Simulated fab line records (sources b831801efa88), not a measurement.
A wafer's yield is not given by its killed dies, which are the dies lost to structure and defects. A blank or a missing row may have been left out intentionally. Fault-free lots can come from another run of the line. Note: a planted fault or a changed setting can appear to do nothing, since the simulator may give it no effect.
2 desks, one fault / flow gf180mcu / each desk holds nothing but its own numbers, with what lay behind them at the end

## FROM THE METROLOGY DESK
What the gauges read, lot by lot, whatever tool the lot ran on: means of the sampled wafers that have a number. Any lot whose mean is over 4 standard deviations away from the usual mean is out of limits and marked OUT; that distance is given in the brackets.
Columns: A = M1_ALCU_THK at GF_M1_THK_MEAS_06, usual 446 nm; B = V1_OVL at GF_V1_OVL_MEAS_15, usual -1 nm; C = V1_W_RS at GF_V1_RS_MEAS_24, usual 0.326 ohm/sq; D = V1_W_THK at GF_V1_THK_MEAS_25, usual 358 nm
lot=L478; first seen here=day 15 22:09; A=444; B=9; C=0.331; D=354
lot=L479; first seen here=day 16 01:23; A=451; B=-1; C=0.329; D=350
lot=L481; first seen here=day 17 03:17; A=451; B=0; C=0.323; D=362
lot=L482; first seen here=day 17 10:50; A=446; B=-2; C=0.326; D=354
lot=L483; first seen here=day 17 17:36; A=445; B=4; C=0.331; D=349
lot=L485; first seen here=day 18 13:44; A=443; B=9; C=0.316; D=373
lot=L487; first seen here=day 19 04:41; A=441; B=-6; C=0.328; D=359
lot=L489; first seen here=day 19 21:23; A=447; B=-4; C=0.323; D=357
lot=L490; first seen here=day 20 17:29; A=446; B=0; C=0.331; D=347
lot=L491; first seen here=day 20 23:27; A=450; B=3; C=0.332; D=354
lot=L501; first seen here=day 24 12:59; A=444; B=-3; C=0.237 (-18) OUT; D=498 (+20) OUT
Per this desk, out of limits: L501; the first was L501, day 26 10:40 (V1_W_RS at GF_V1_RS_MEAS_24). Within limits: L478, L479, L481, L482, L483, L485, L487, L489, L490, L491.

## FOR THE TOOL OWNER'S DESK: cvd_w-02
The tool's own readings at GF_V1_CVD_23 (deposits W, target thk 350 nm, time 105.05 s): means of the sampled wafers that have a number, for each lot that ran on this tool. Any lot whose mean is over 4 standard deviations away from the usual mean is out of limits and marked OUT; that distance is given in the brackets.
Columns: A = chamber_pressure_Torr at GF_V1_CVD_23, usual 40.01 Torr; B = heater_power_w at GF_V1_CVD_23, usual 849 W
lot=L478; first seen here=day 17 21:28; A=40.01; B=868
lot=L479; first seen here=day 18 00:33; A=39.94; B=861
lot=L482; first seen here=day 19 12:43; A=39.96; B=869
lot=L485; first seen here=day 20 17:10; A=39.98; B=811
lot=L489; first seen here=day 21 23:14; A=40.01; B=849
lot=L501; first seen here=day 26 10:32; A=40.07; B=822
Result from this desk: across the 6 lots, nothing is out of limits.

## PUT TOGETHER
The metrology desk could have raised an alarm at day 26 10:40, on L501.
The desk of the tool owner found nothing out of limits.
On record at the tool owner's desk: L501, within its limits.
Every lot named ran GF_V1_CVD_23 on cvd_w-02.

## WHAT THE SIMULATOR HAD INSERTED
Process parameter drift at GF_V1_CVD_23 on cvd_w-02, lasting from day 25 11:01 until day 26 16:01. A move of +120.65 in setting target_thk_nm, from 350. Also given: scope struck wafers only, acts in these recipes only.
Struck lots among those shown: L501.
Per desk, hours elapsed from the start of the fault to the first reading out of limits: for the metrology desk, 24.
